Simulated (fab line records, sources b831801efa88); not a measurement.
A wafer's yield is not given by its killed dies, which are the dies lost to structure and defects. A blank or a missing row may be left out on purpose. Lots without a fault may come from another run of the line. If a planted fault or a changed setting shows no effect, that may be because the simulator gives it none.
Problem report, 8D (eight disciplines) form, completed by code ; flow gf180mcu ; the parts of the form that need people (team, actions taken, sign-off) are left out

== 1. THE PROBLEM ==
Mean of oesProductAu at GF_M3_METAL_ETCH_16: 0.765 a.u. across 4 wafers in 2 lots; on wafers with no fault it is 0.992 a.u. (standard deviation 0.0055). That puts it -41 standard deviations away from the usual mean.
The step: etches the open film in Cl2/BCl3, stops on SiO2, target depth 750.8 nm, time 125.1 s.
The first sign was on wafer L891.4 at day 26 05:23, on rieMetal-04. At this step, 42 wafers from 14 lots have a number in the record. The rule behind "out" and "out of limits": a value lying over 4 standard deviations away from the usual mean. The rest of the wafers with a number are treated as sound.

== 2. WHAT IT IS, AND WHAT IT ISN'T ==
question;is;is not
which readings at this step;oesProductAu, throttleValvePct;drypumpMotorCurrentA
which lots;L891, L892;L877, L878, L879, L881, L882, L883, L886, L889, L890, L897, L899, L900
which wafers of those lots;L891.4, L891.5, L892.1, L892.4;L891.3, L892.5
read on which tools;rieMetal-04;rieMetal-01, rieMetal-03
when;from day 26 05:23;"up to then (28 sound wafers); but 10 sound wafers of L892, L897, L899, L900 came after"

== 3. SUSPECTS, AND WHAT RULES EACH OUT ==
Counting: if a tool at a process step up to the reading ran every lot that is out, it stays a suspect. Sound lots after the first of them don't rule it out here, since some wafers of a struck lot are sound.
- rieMetal-04 at GF_M3_METAL_ETCH_16 (etches the open film in Cl2/BCl3, stops on SiO2, target depth 750.8 nm, time 125.1 s): kept. Ran every lot that is out, first one L891 (day 26 05:23); last sound lot up to then L890 (day 26 00:20). Out on those wafers are its own readings of oesProductAu, throttleValvePct.
- The sound lot-mates ran in chamber 0 of rieMetal-04 at GF_M3_METAL_ETCH_16, but the wafers that are out ran in chamber 1.
The count leaves rieMetal-04 at GF_M3_METAL_ETCH_16.

== 4. THE CAUSE (what the simulator had put in) ==
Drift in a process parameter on rieMetal-04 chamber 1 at GF_M3_METAL_ETCH_16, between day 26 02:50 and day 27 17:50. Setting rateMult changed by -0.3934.
Only this tool survived the counting.

== 5. SEQUENCE OF EFFECTS, ordered by route ==
Each row: a reading whose mean over the struck wafers that have a number lies more than 3 standard deviations from the usual. Scope: only readings with a usual standard deviation given in the record; hours: median across lots of the time from each lot's start at the first step in this table that gives one to its start at this step; sigmas: change in usual standard deviations.
hours;step;reading;usual;on struck wafers;change;sigmas
0;GF_M3_METAL_ETCH_16;oesProductAu;0.992 a.u.;0.765;-0.227;-41
0;GF_M3_METAL_ETCH_16;throttleValvePct;28.229 %;28.483;+0.255;+28
0;GF_M3_STRIP_17;oesProductAu;0.538 a.u.;0.587;+0.049;+10
0;GF_M3_STRIP_17;stripTimeToEndpointS;7.38 s;8.55;+1.17;+29
Its process steps:
- GF_M3_METAL_ETCH_16: etches the open film in Cl2/BCl3, stops on SiO2, target depth 750.8 nm, time 125.1 s.
- GF_M3_STRIP_17: strips in O2/N2.

== 6. HOW IT WOULD HAVE BEEN CAUGHT EARLIER ==
In this record no reading fell out of limits until day 26 05:23, 3 hours after the fault had begun at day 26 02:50.
